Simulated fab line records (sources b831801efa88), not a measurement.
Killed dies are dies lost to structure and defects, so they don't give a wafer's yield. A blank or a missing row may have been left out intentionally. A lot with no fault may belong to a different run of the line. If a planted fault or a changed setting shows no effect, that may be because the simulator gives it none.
A lot that was struck, set against a sound lot	flow sky130	15 out of 708 route steps
Sound: these wafers, L416.2, L416.3, L416.6. Struck: wafers L423.2, L423.5, L423.6. The cause comes at the end.
Order at every step that has rows: each side's tool, ch and its chambers, its first start. Under that, the readings that differ: sound wafers	struck wafers	difference of the means	sigmas: that difference in standard deviations of wafers without a fault.
alike: same words and numbers on both sides, and readings whose means sit less than 2 such deviations apart. not compared: any withheld reading, any reading some wafer has no value for, any bound like >300 that may hide the same value, and any number with overlapping values for which the record gives no deviation.
Wherever a step has rows on one side only, a row that says differs or no value, or a row with sigmas, the two part there. Numbers that don't overlap but have no deviation are shown without sigmas and don't part them. Lack of a reading on every wafer of one side parts them only where that side has two or more wafers.

first, 4 steps without rows for these wafers: SKY_LDD_N_SOFTBAKE_03 (time 60 s); SKY_LDD_N_EXPOSE_04 (exposes mask NTM, target cd 840 nm); SKY_LDD_N_PEB_05; SKY_LDD_N_DEVELOP_06 (develop time 60 s).
SKY_LDD_N_OVL_MEAS_07:
  sound: overlay-02 at day 21 17:29; struck: overlay-02 at day 24 01:38
  alike: LDD_N_OVL
then, 7 steps without rows for these wafers: SKY_LDD_N_IMPLANT_08; SKY_LDD_N_IMPLANT_09; SKY_LDD_N_IMPLANT_10; SKY_LDD_N_IMPLANT_11; SKY_LDD_N_IMPLANT_12; SKY_LDD_N_IMPLANT_13; SKY_LDD_N_IMPLANT_14.
SKY_LDD_N_IMPLANT_15:
  sound on implanter-02 ch 0, day 21 18:35; struck on implanter-02 ch 0, day 24 02:44
reading	sound	struck	difference	sigmas
dose ions cm2	5.006e+12 4.998e+12 4.996e+12	2.193e+12 2.195e+12 2.186e+12	-2.809e+12	-99 or more
faraday current uA	28.2 28.1 28.9	12.4 12.7 12.7	-15.8	-28
SKY_LDD_N_STRIP_16: strips in O2/N2.
  sound on plasma asher-03 ch 0,1, day 21 18:43; struck on plasma asher-03 ch 0,1, day 24 02:52
reading	sound	struck	difference	sigmas
strip time to endpoint s (s)	4.308 4.315 4.329	4.296 4.272 4.283	-0.034	-2
  alike: drypump motor current A, oes product au
  not compared: rf hours counter h
-- here the record skips 26 days between the struck wafers' starts before and after, leaving off in module LDD_N and picking up in module PAD_OPEN (first step shown: number 708 of the route) --
SKY_PAD_OPEN_PROBE_99:
  sound: prober-01 at day 48 10:32; struck: prober-02 at day 49 18:03
reading	sound	struck	difference	sigmas
killed at contacts	16 18 13	37 23 17	+10	+2
model.etest.nfet_01v8_turned.drive ua um	504.9 494.4 502.7	536.8 526.2 517	+26.0	
model.etest.tip n.rs ohm sq	441.3 448.5 444	438.1 438.8 439.2	-5.9	
model.etest.nfet_01v8_turned.off log10 a um	-13.32 -13.46 -13.36	-13.16 -13.13 -13.26	+0.20	
model.etest.nfet_01v8_turned.vt sat v (V)	0.6468 0.6599 0.648	0.6024 0.6143 0.6143	-0.0412	
model.etest.nfet_01v8_lvt.vt sat v (V)	0.5359 0.5471 0.5419	0.5073 0.5196 0.5238	-0.0247	
model.etest.nfet_01v8_turned.vt v (V)	0.6975 0.705 0.6992	0.6779 0.6843 0.6848	-0.0182	
model.etest.nfet_01v8_swapped.vt sat v (V)	0.6455 0.6577 0.6541	0.628 0.6397 0.6387	-0.017	
model.etest.nfet_01v8.vt sat v (V)	0.6479 0.6589 0.6519	0.6275 0.6374 0.6371	-0.0189	
  alike: killed_at_M0_to_M3, killed_at_M4_up, killed at front end, killed at other, killed dies, killed open, killed short

== WHERE THEY PART ==
At SKY_LDD_N_IMPLANT_15 first; at SKY_PAD_OPEN_PROBE_99 last (within this record only).

WHY: what had been put in by the simulator
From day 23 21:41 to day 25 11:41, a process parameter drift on implanter-02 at SKY_LDD_N_IMPLANT_15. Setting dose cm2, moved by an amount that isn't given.
